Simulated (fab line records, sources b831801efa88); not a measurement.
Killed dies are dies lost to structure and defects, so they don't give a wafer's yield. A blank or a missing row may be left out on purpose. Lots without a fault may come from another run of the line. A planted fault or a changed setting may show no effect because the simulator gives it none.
Which tool did it? | flow gf180mcu | 13 lots, 39 wafers sampled, at 3 steps of a route of 602

WHAT THE GAUGES READ, wafer by wafer
GF_V5_CD_MEAS_14: target cd 260 nm.
lot  | measured     | on        | cd_nm (nm)
L383 | day 26 22:58 | cd_sem-02 | 261.4 260.5 259.8
L384 | day 27 02:10 | cd_sem-01 | 258.1 259.1 259.5
L385 | day 27 16:52 | cd_sem-01 | 260.2 259.9 260.1
L386 | day 27 22:39 | cd_sem-01 | 260.7 260.7 260.5
L388 | day 28 14:40 | cd_sem-01 | 259.3 260.7 259.3
L390 | day 29 05:01 | cd_sem-02 | 258.7 256.4 256.9
L398 | day 31 19:51 | cd_sem-02 | 261.2 261.3 262.1
L399 | day 31 23:24 | cd_sem-02 | 258.6 258.3 258.3
L400 | day 32 05:23 | cd_sem-01 | 259.5 260.1 259.4
L401 | day 32 13:16 | cd_sem-01 | 259.9 261.1 260.4
L402 | day 32 22:45 | cd_sem-02 | 260.4 260.4 261.7
L405 | day 33 12:11 | cd_sem-02 | 258.7 259.0 259.8
L406 | day 33 15:24 | cd_sem-02 | 259.2 260.2 259.7

GF_V5_OVL_MEAS_15.
lot  | measured     | on         | V5_OVL (nm)
L383 | day 26 23:05 | overlay-02 | 5 3 -3
L384 | day 27 02:14 | overlay-01 | 4 4 -3
L385 | day 27 16:59 | overlay-02 | 0 -4 -3
L386 | day 27 22:46 | overlay-01 | -7 0 -2
L388 | day 28 14:47 | overlay-02 | -3 -4 0
L390 | day 29 05:05 | overlay-01 | -8 -4 -8
L398 | day 31 19:58 | overlay-01 | -3 6 3
L399 | day 31 23:31 | overlay-01 | -4 -8 -6
L400 | day 32 05:29 | overlay-02 | 3 8 7
L401 | day 32 13:22 | overlay-01 | -9 -12 -4
L402 | day 32 22:52 | overlay-02 | -1 -3 9
L405 | day 33 12:17 | overlay-02 | -2 -8 -2
L406 | day 33 15:31 | overlay-02 | 8 0 9

WHICH TOOL RAN EACH LOT (tool, then ch and the chambers of the sampled wafers, then the start)
lot  | GF_V3_SPUTTER_22
L383 | pvd_sputter-03, day 22 03:37
L384 | pvd_sputter-03, day 22 07:43
L385 | pvd_sputter-02, day 22 20:38
L386 | pvd_sputter-03, day 23 07:35
L388 | pvd_sputter-03, day 24 00:23
L390 | pvd_sputter-03, day 24 17:02
L398 | pvd_sputter-02, day 27 19:04
L399 | pvd_sputter-04, day 27 22:18
L400 | pvd_sputter-02, day 28 02:56
L401 | pvd_sputter-04, day 28 14:20
L402 | pvd_sputter-02, day 29 01:10
L405 | pvd_sputter-03, day 29 15:11
L406 | pvd_sputter-02, day 29 20:16
- GF_V3_SPUTTER_22: material TiN, target thk 10 nm, time 40 s.

WHAT THE TOOLS THEMSELVES READ (means of the sampled wafers that have a number; where no wafer has one, the mark that the record gives instead)
GF_V3_SPUTTER_22.
lot  | tool           | chamber_pressure_pa (Pa) | throttle_valve_pct (%)
L383 | pvd_sputter-03 | 5.001                    | 30.1
L384 | pvd_sputter-03 | 5.001                    | 30.9
L385 | pvd_sputter-02 | 4.991                    | 30.8
L386 | pvd_sputter-03 | 4.997                    | 30.3
L388 | pvd_sputter-03 | 5.006                    | 30.4
L390 | pvd_sputter-03 | 4.999                    | 29.6
L398 | pvd_sputter-02 | 4.999                    | 31.1
L399 | pvd_sputter-04 | 4.995                    | 30.4
L400 | pvd_sputter-02 | 4.999                    | 30.3
L401 | pvd_sputter-04 | 4.992                    | 30.7
L402 | pvd_sputter-02 | 4.997                    | 31.1
L405 | pvd_sputter-03 | 4.994                    | 29.5
L406 | pvd_sputter-02 | 4.991                    | 31.6

THE ANSWER, worked out from the rows above alone
Rule: what is usual is taken from the lots themselves. Put in order of their means at a reading, lots are off if they are a third of the lots or fewer, leave a main group of 4 or more, and stand apart from it by a gap of 3 or more times the standard deviation of the main group's means; of several such gaps the widest counts. A main group whose means are all the same, to the digits that the tables above print for the reading, isn't used. A lot without any number at a reading at which 4 lots or more have one is off too. The other lots that the step has rows for count as sound. The gauges are gone through in route order, then the tools' own readings, and for those a lot's mean is taken as printed above. The first step at which some lot is off is used, and at that step the reading that is off furthest; a lot without a number counts as furthest.
No lot is off at any reading shown: from this, nothing can be told.

WHAT THE SIMULATOR HAD PUT IN
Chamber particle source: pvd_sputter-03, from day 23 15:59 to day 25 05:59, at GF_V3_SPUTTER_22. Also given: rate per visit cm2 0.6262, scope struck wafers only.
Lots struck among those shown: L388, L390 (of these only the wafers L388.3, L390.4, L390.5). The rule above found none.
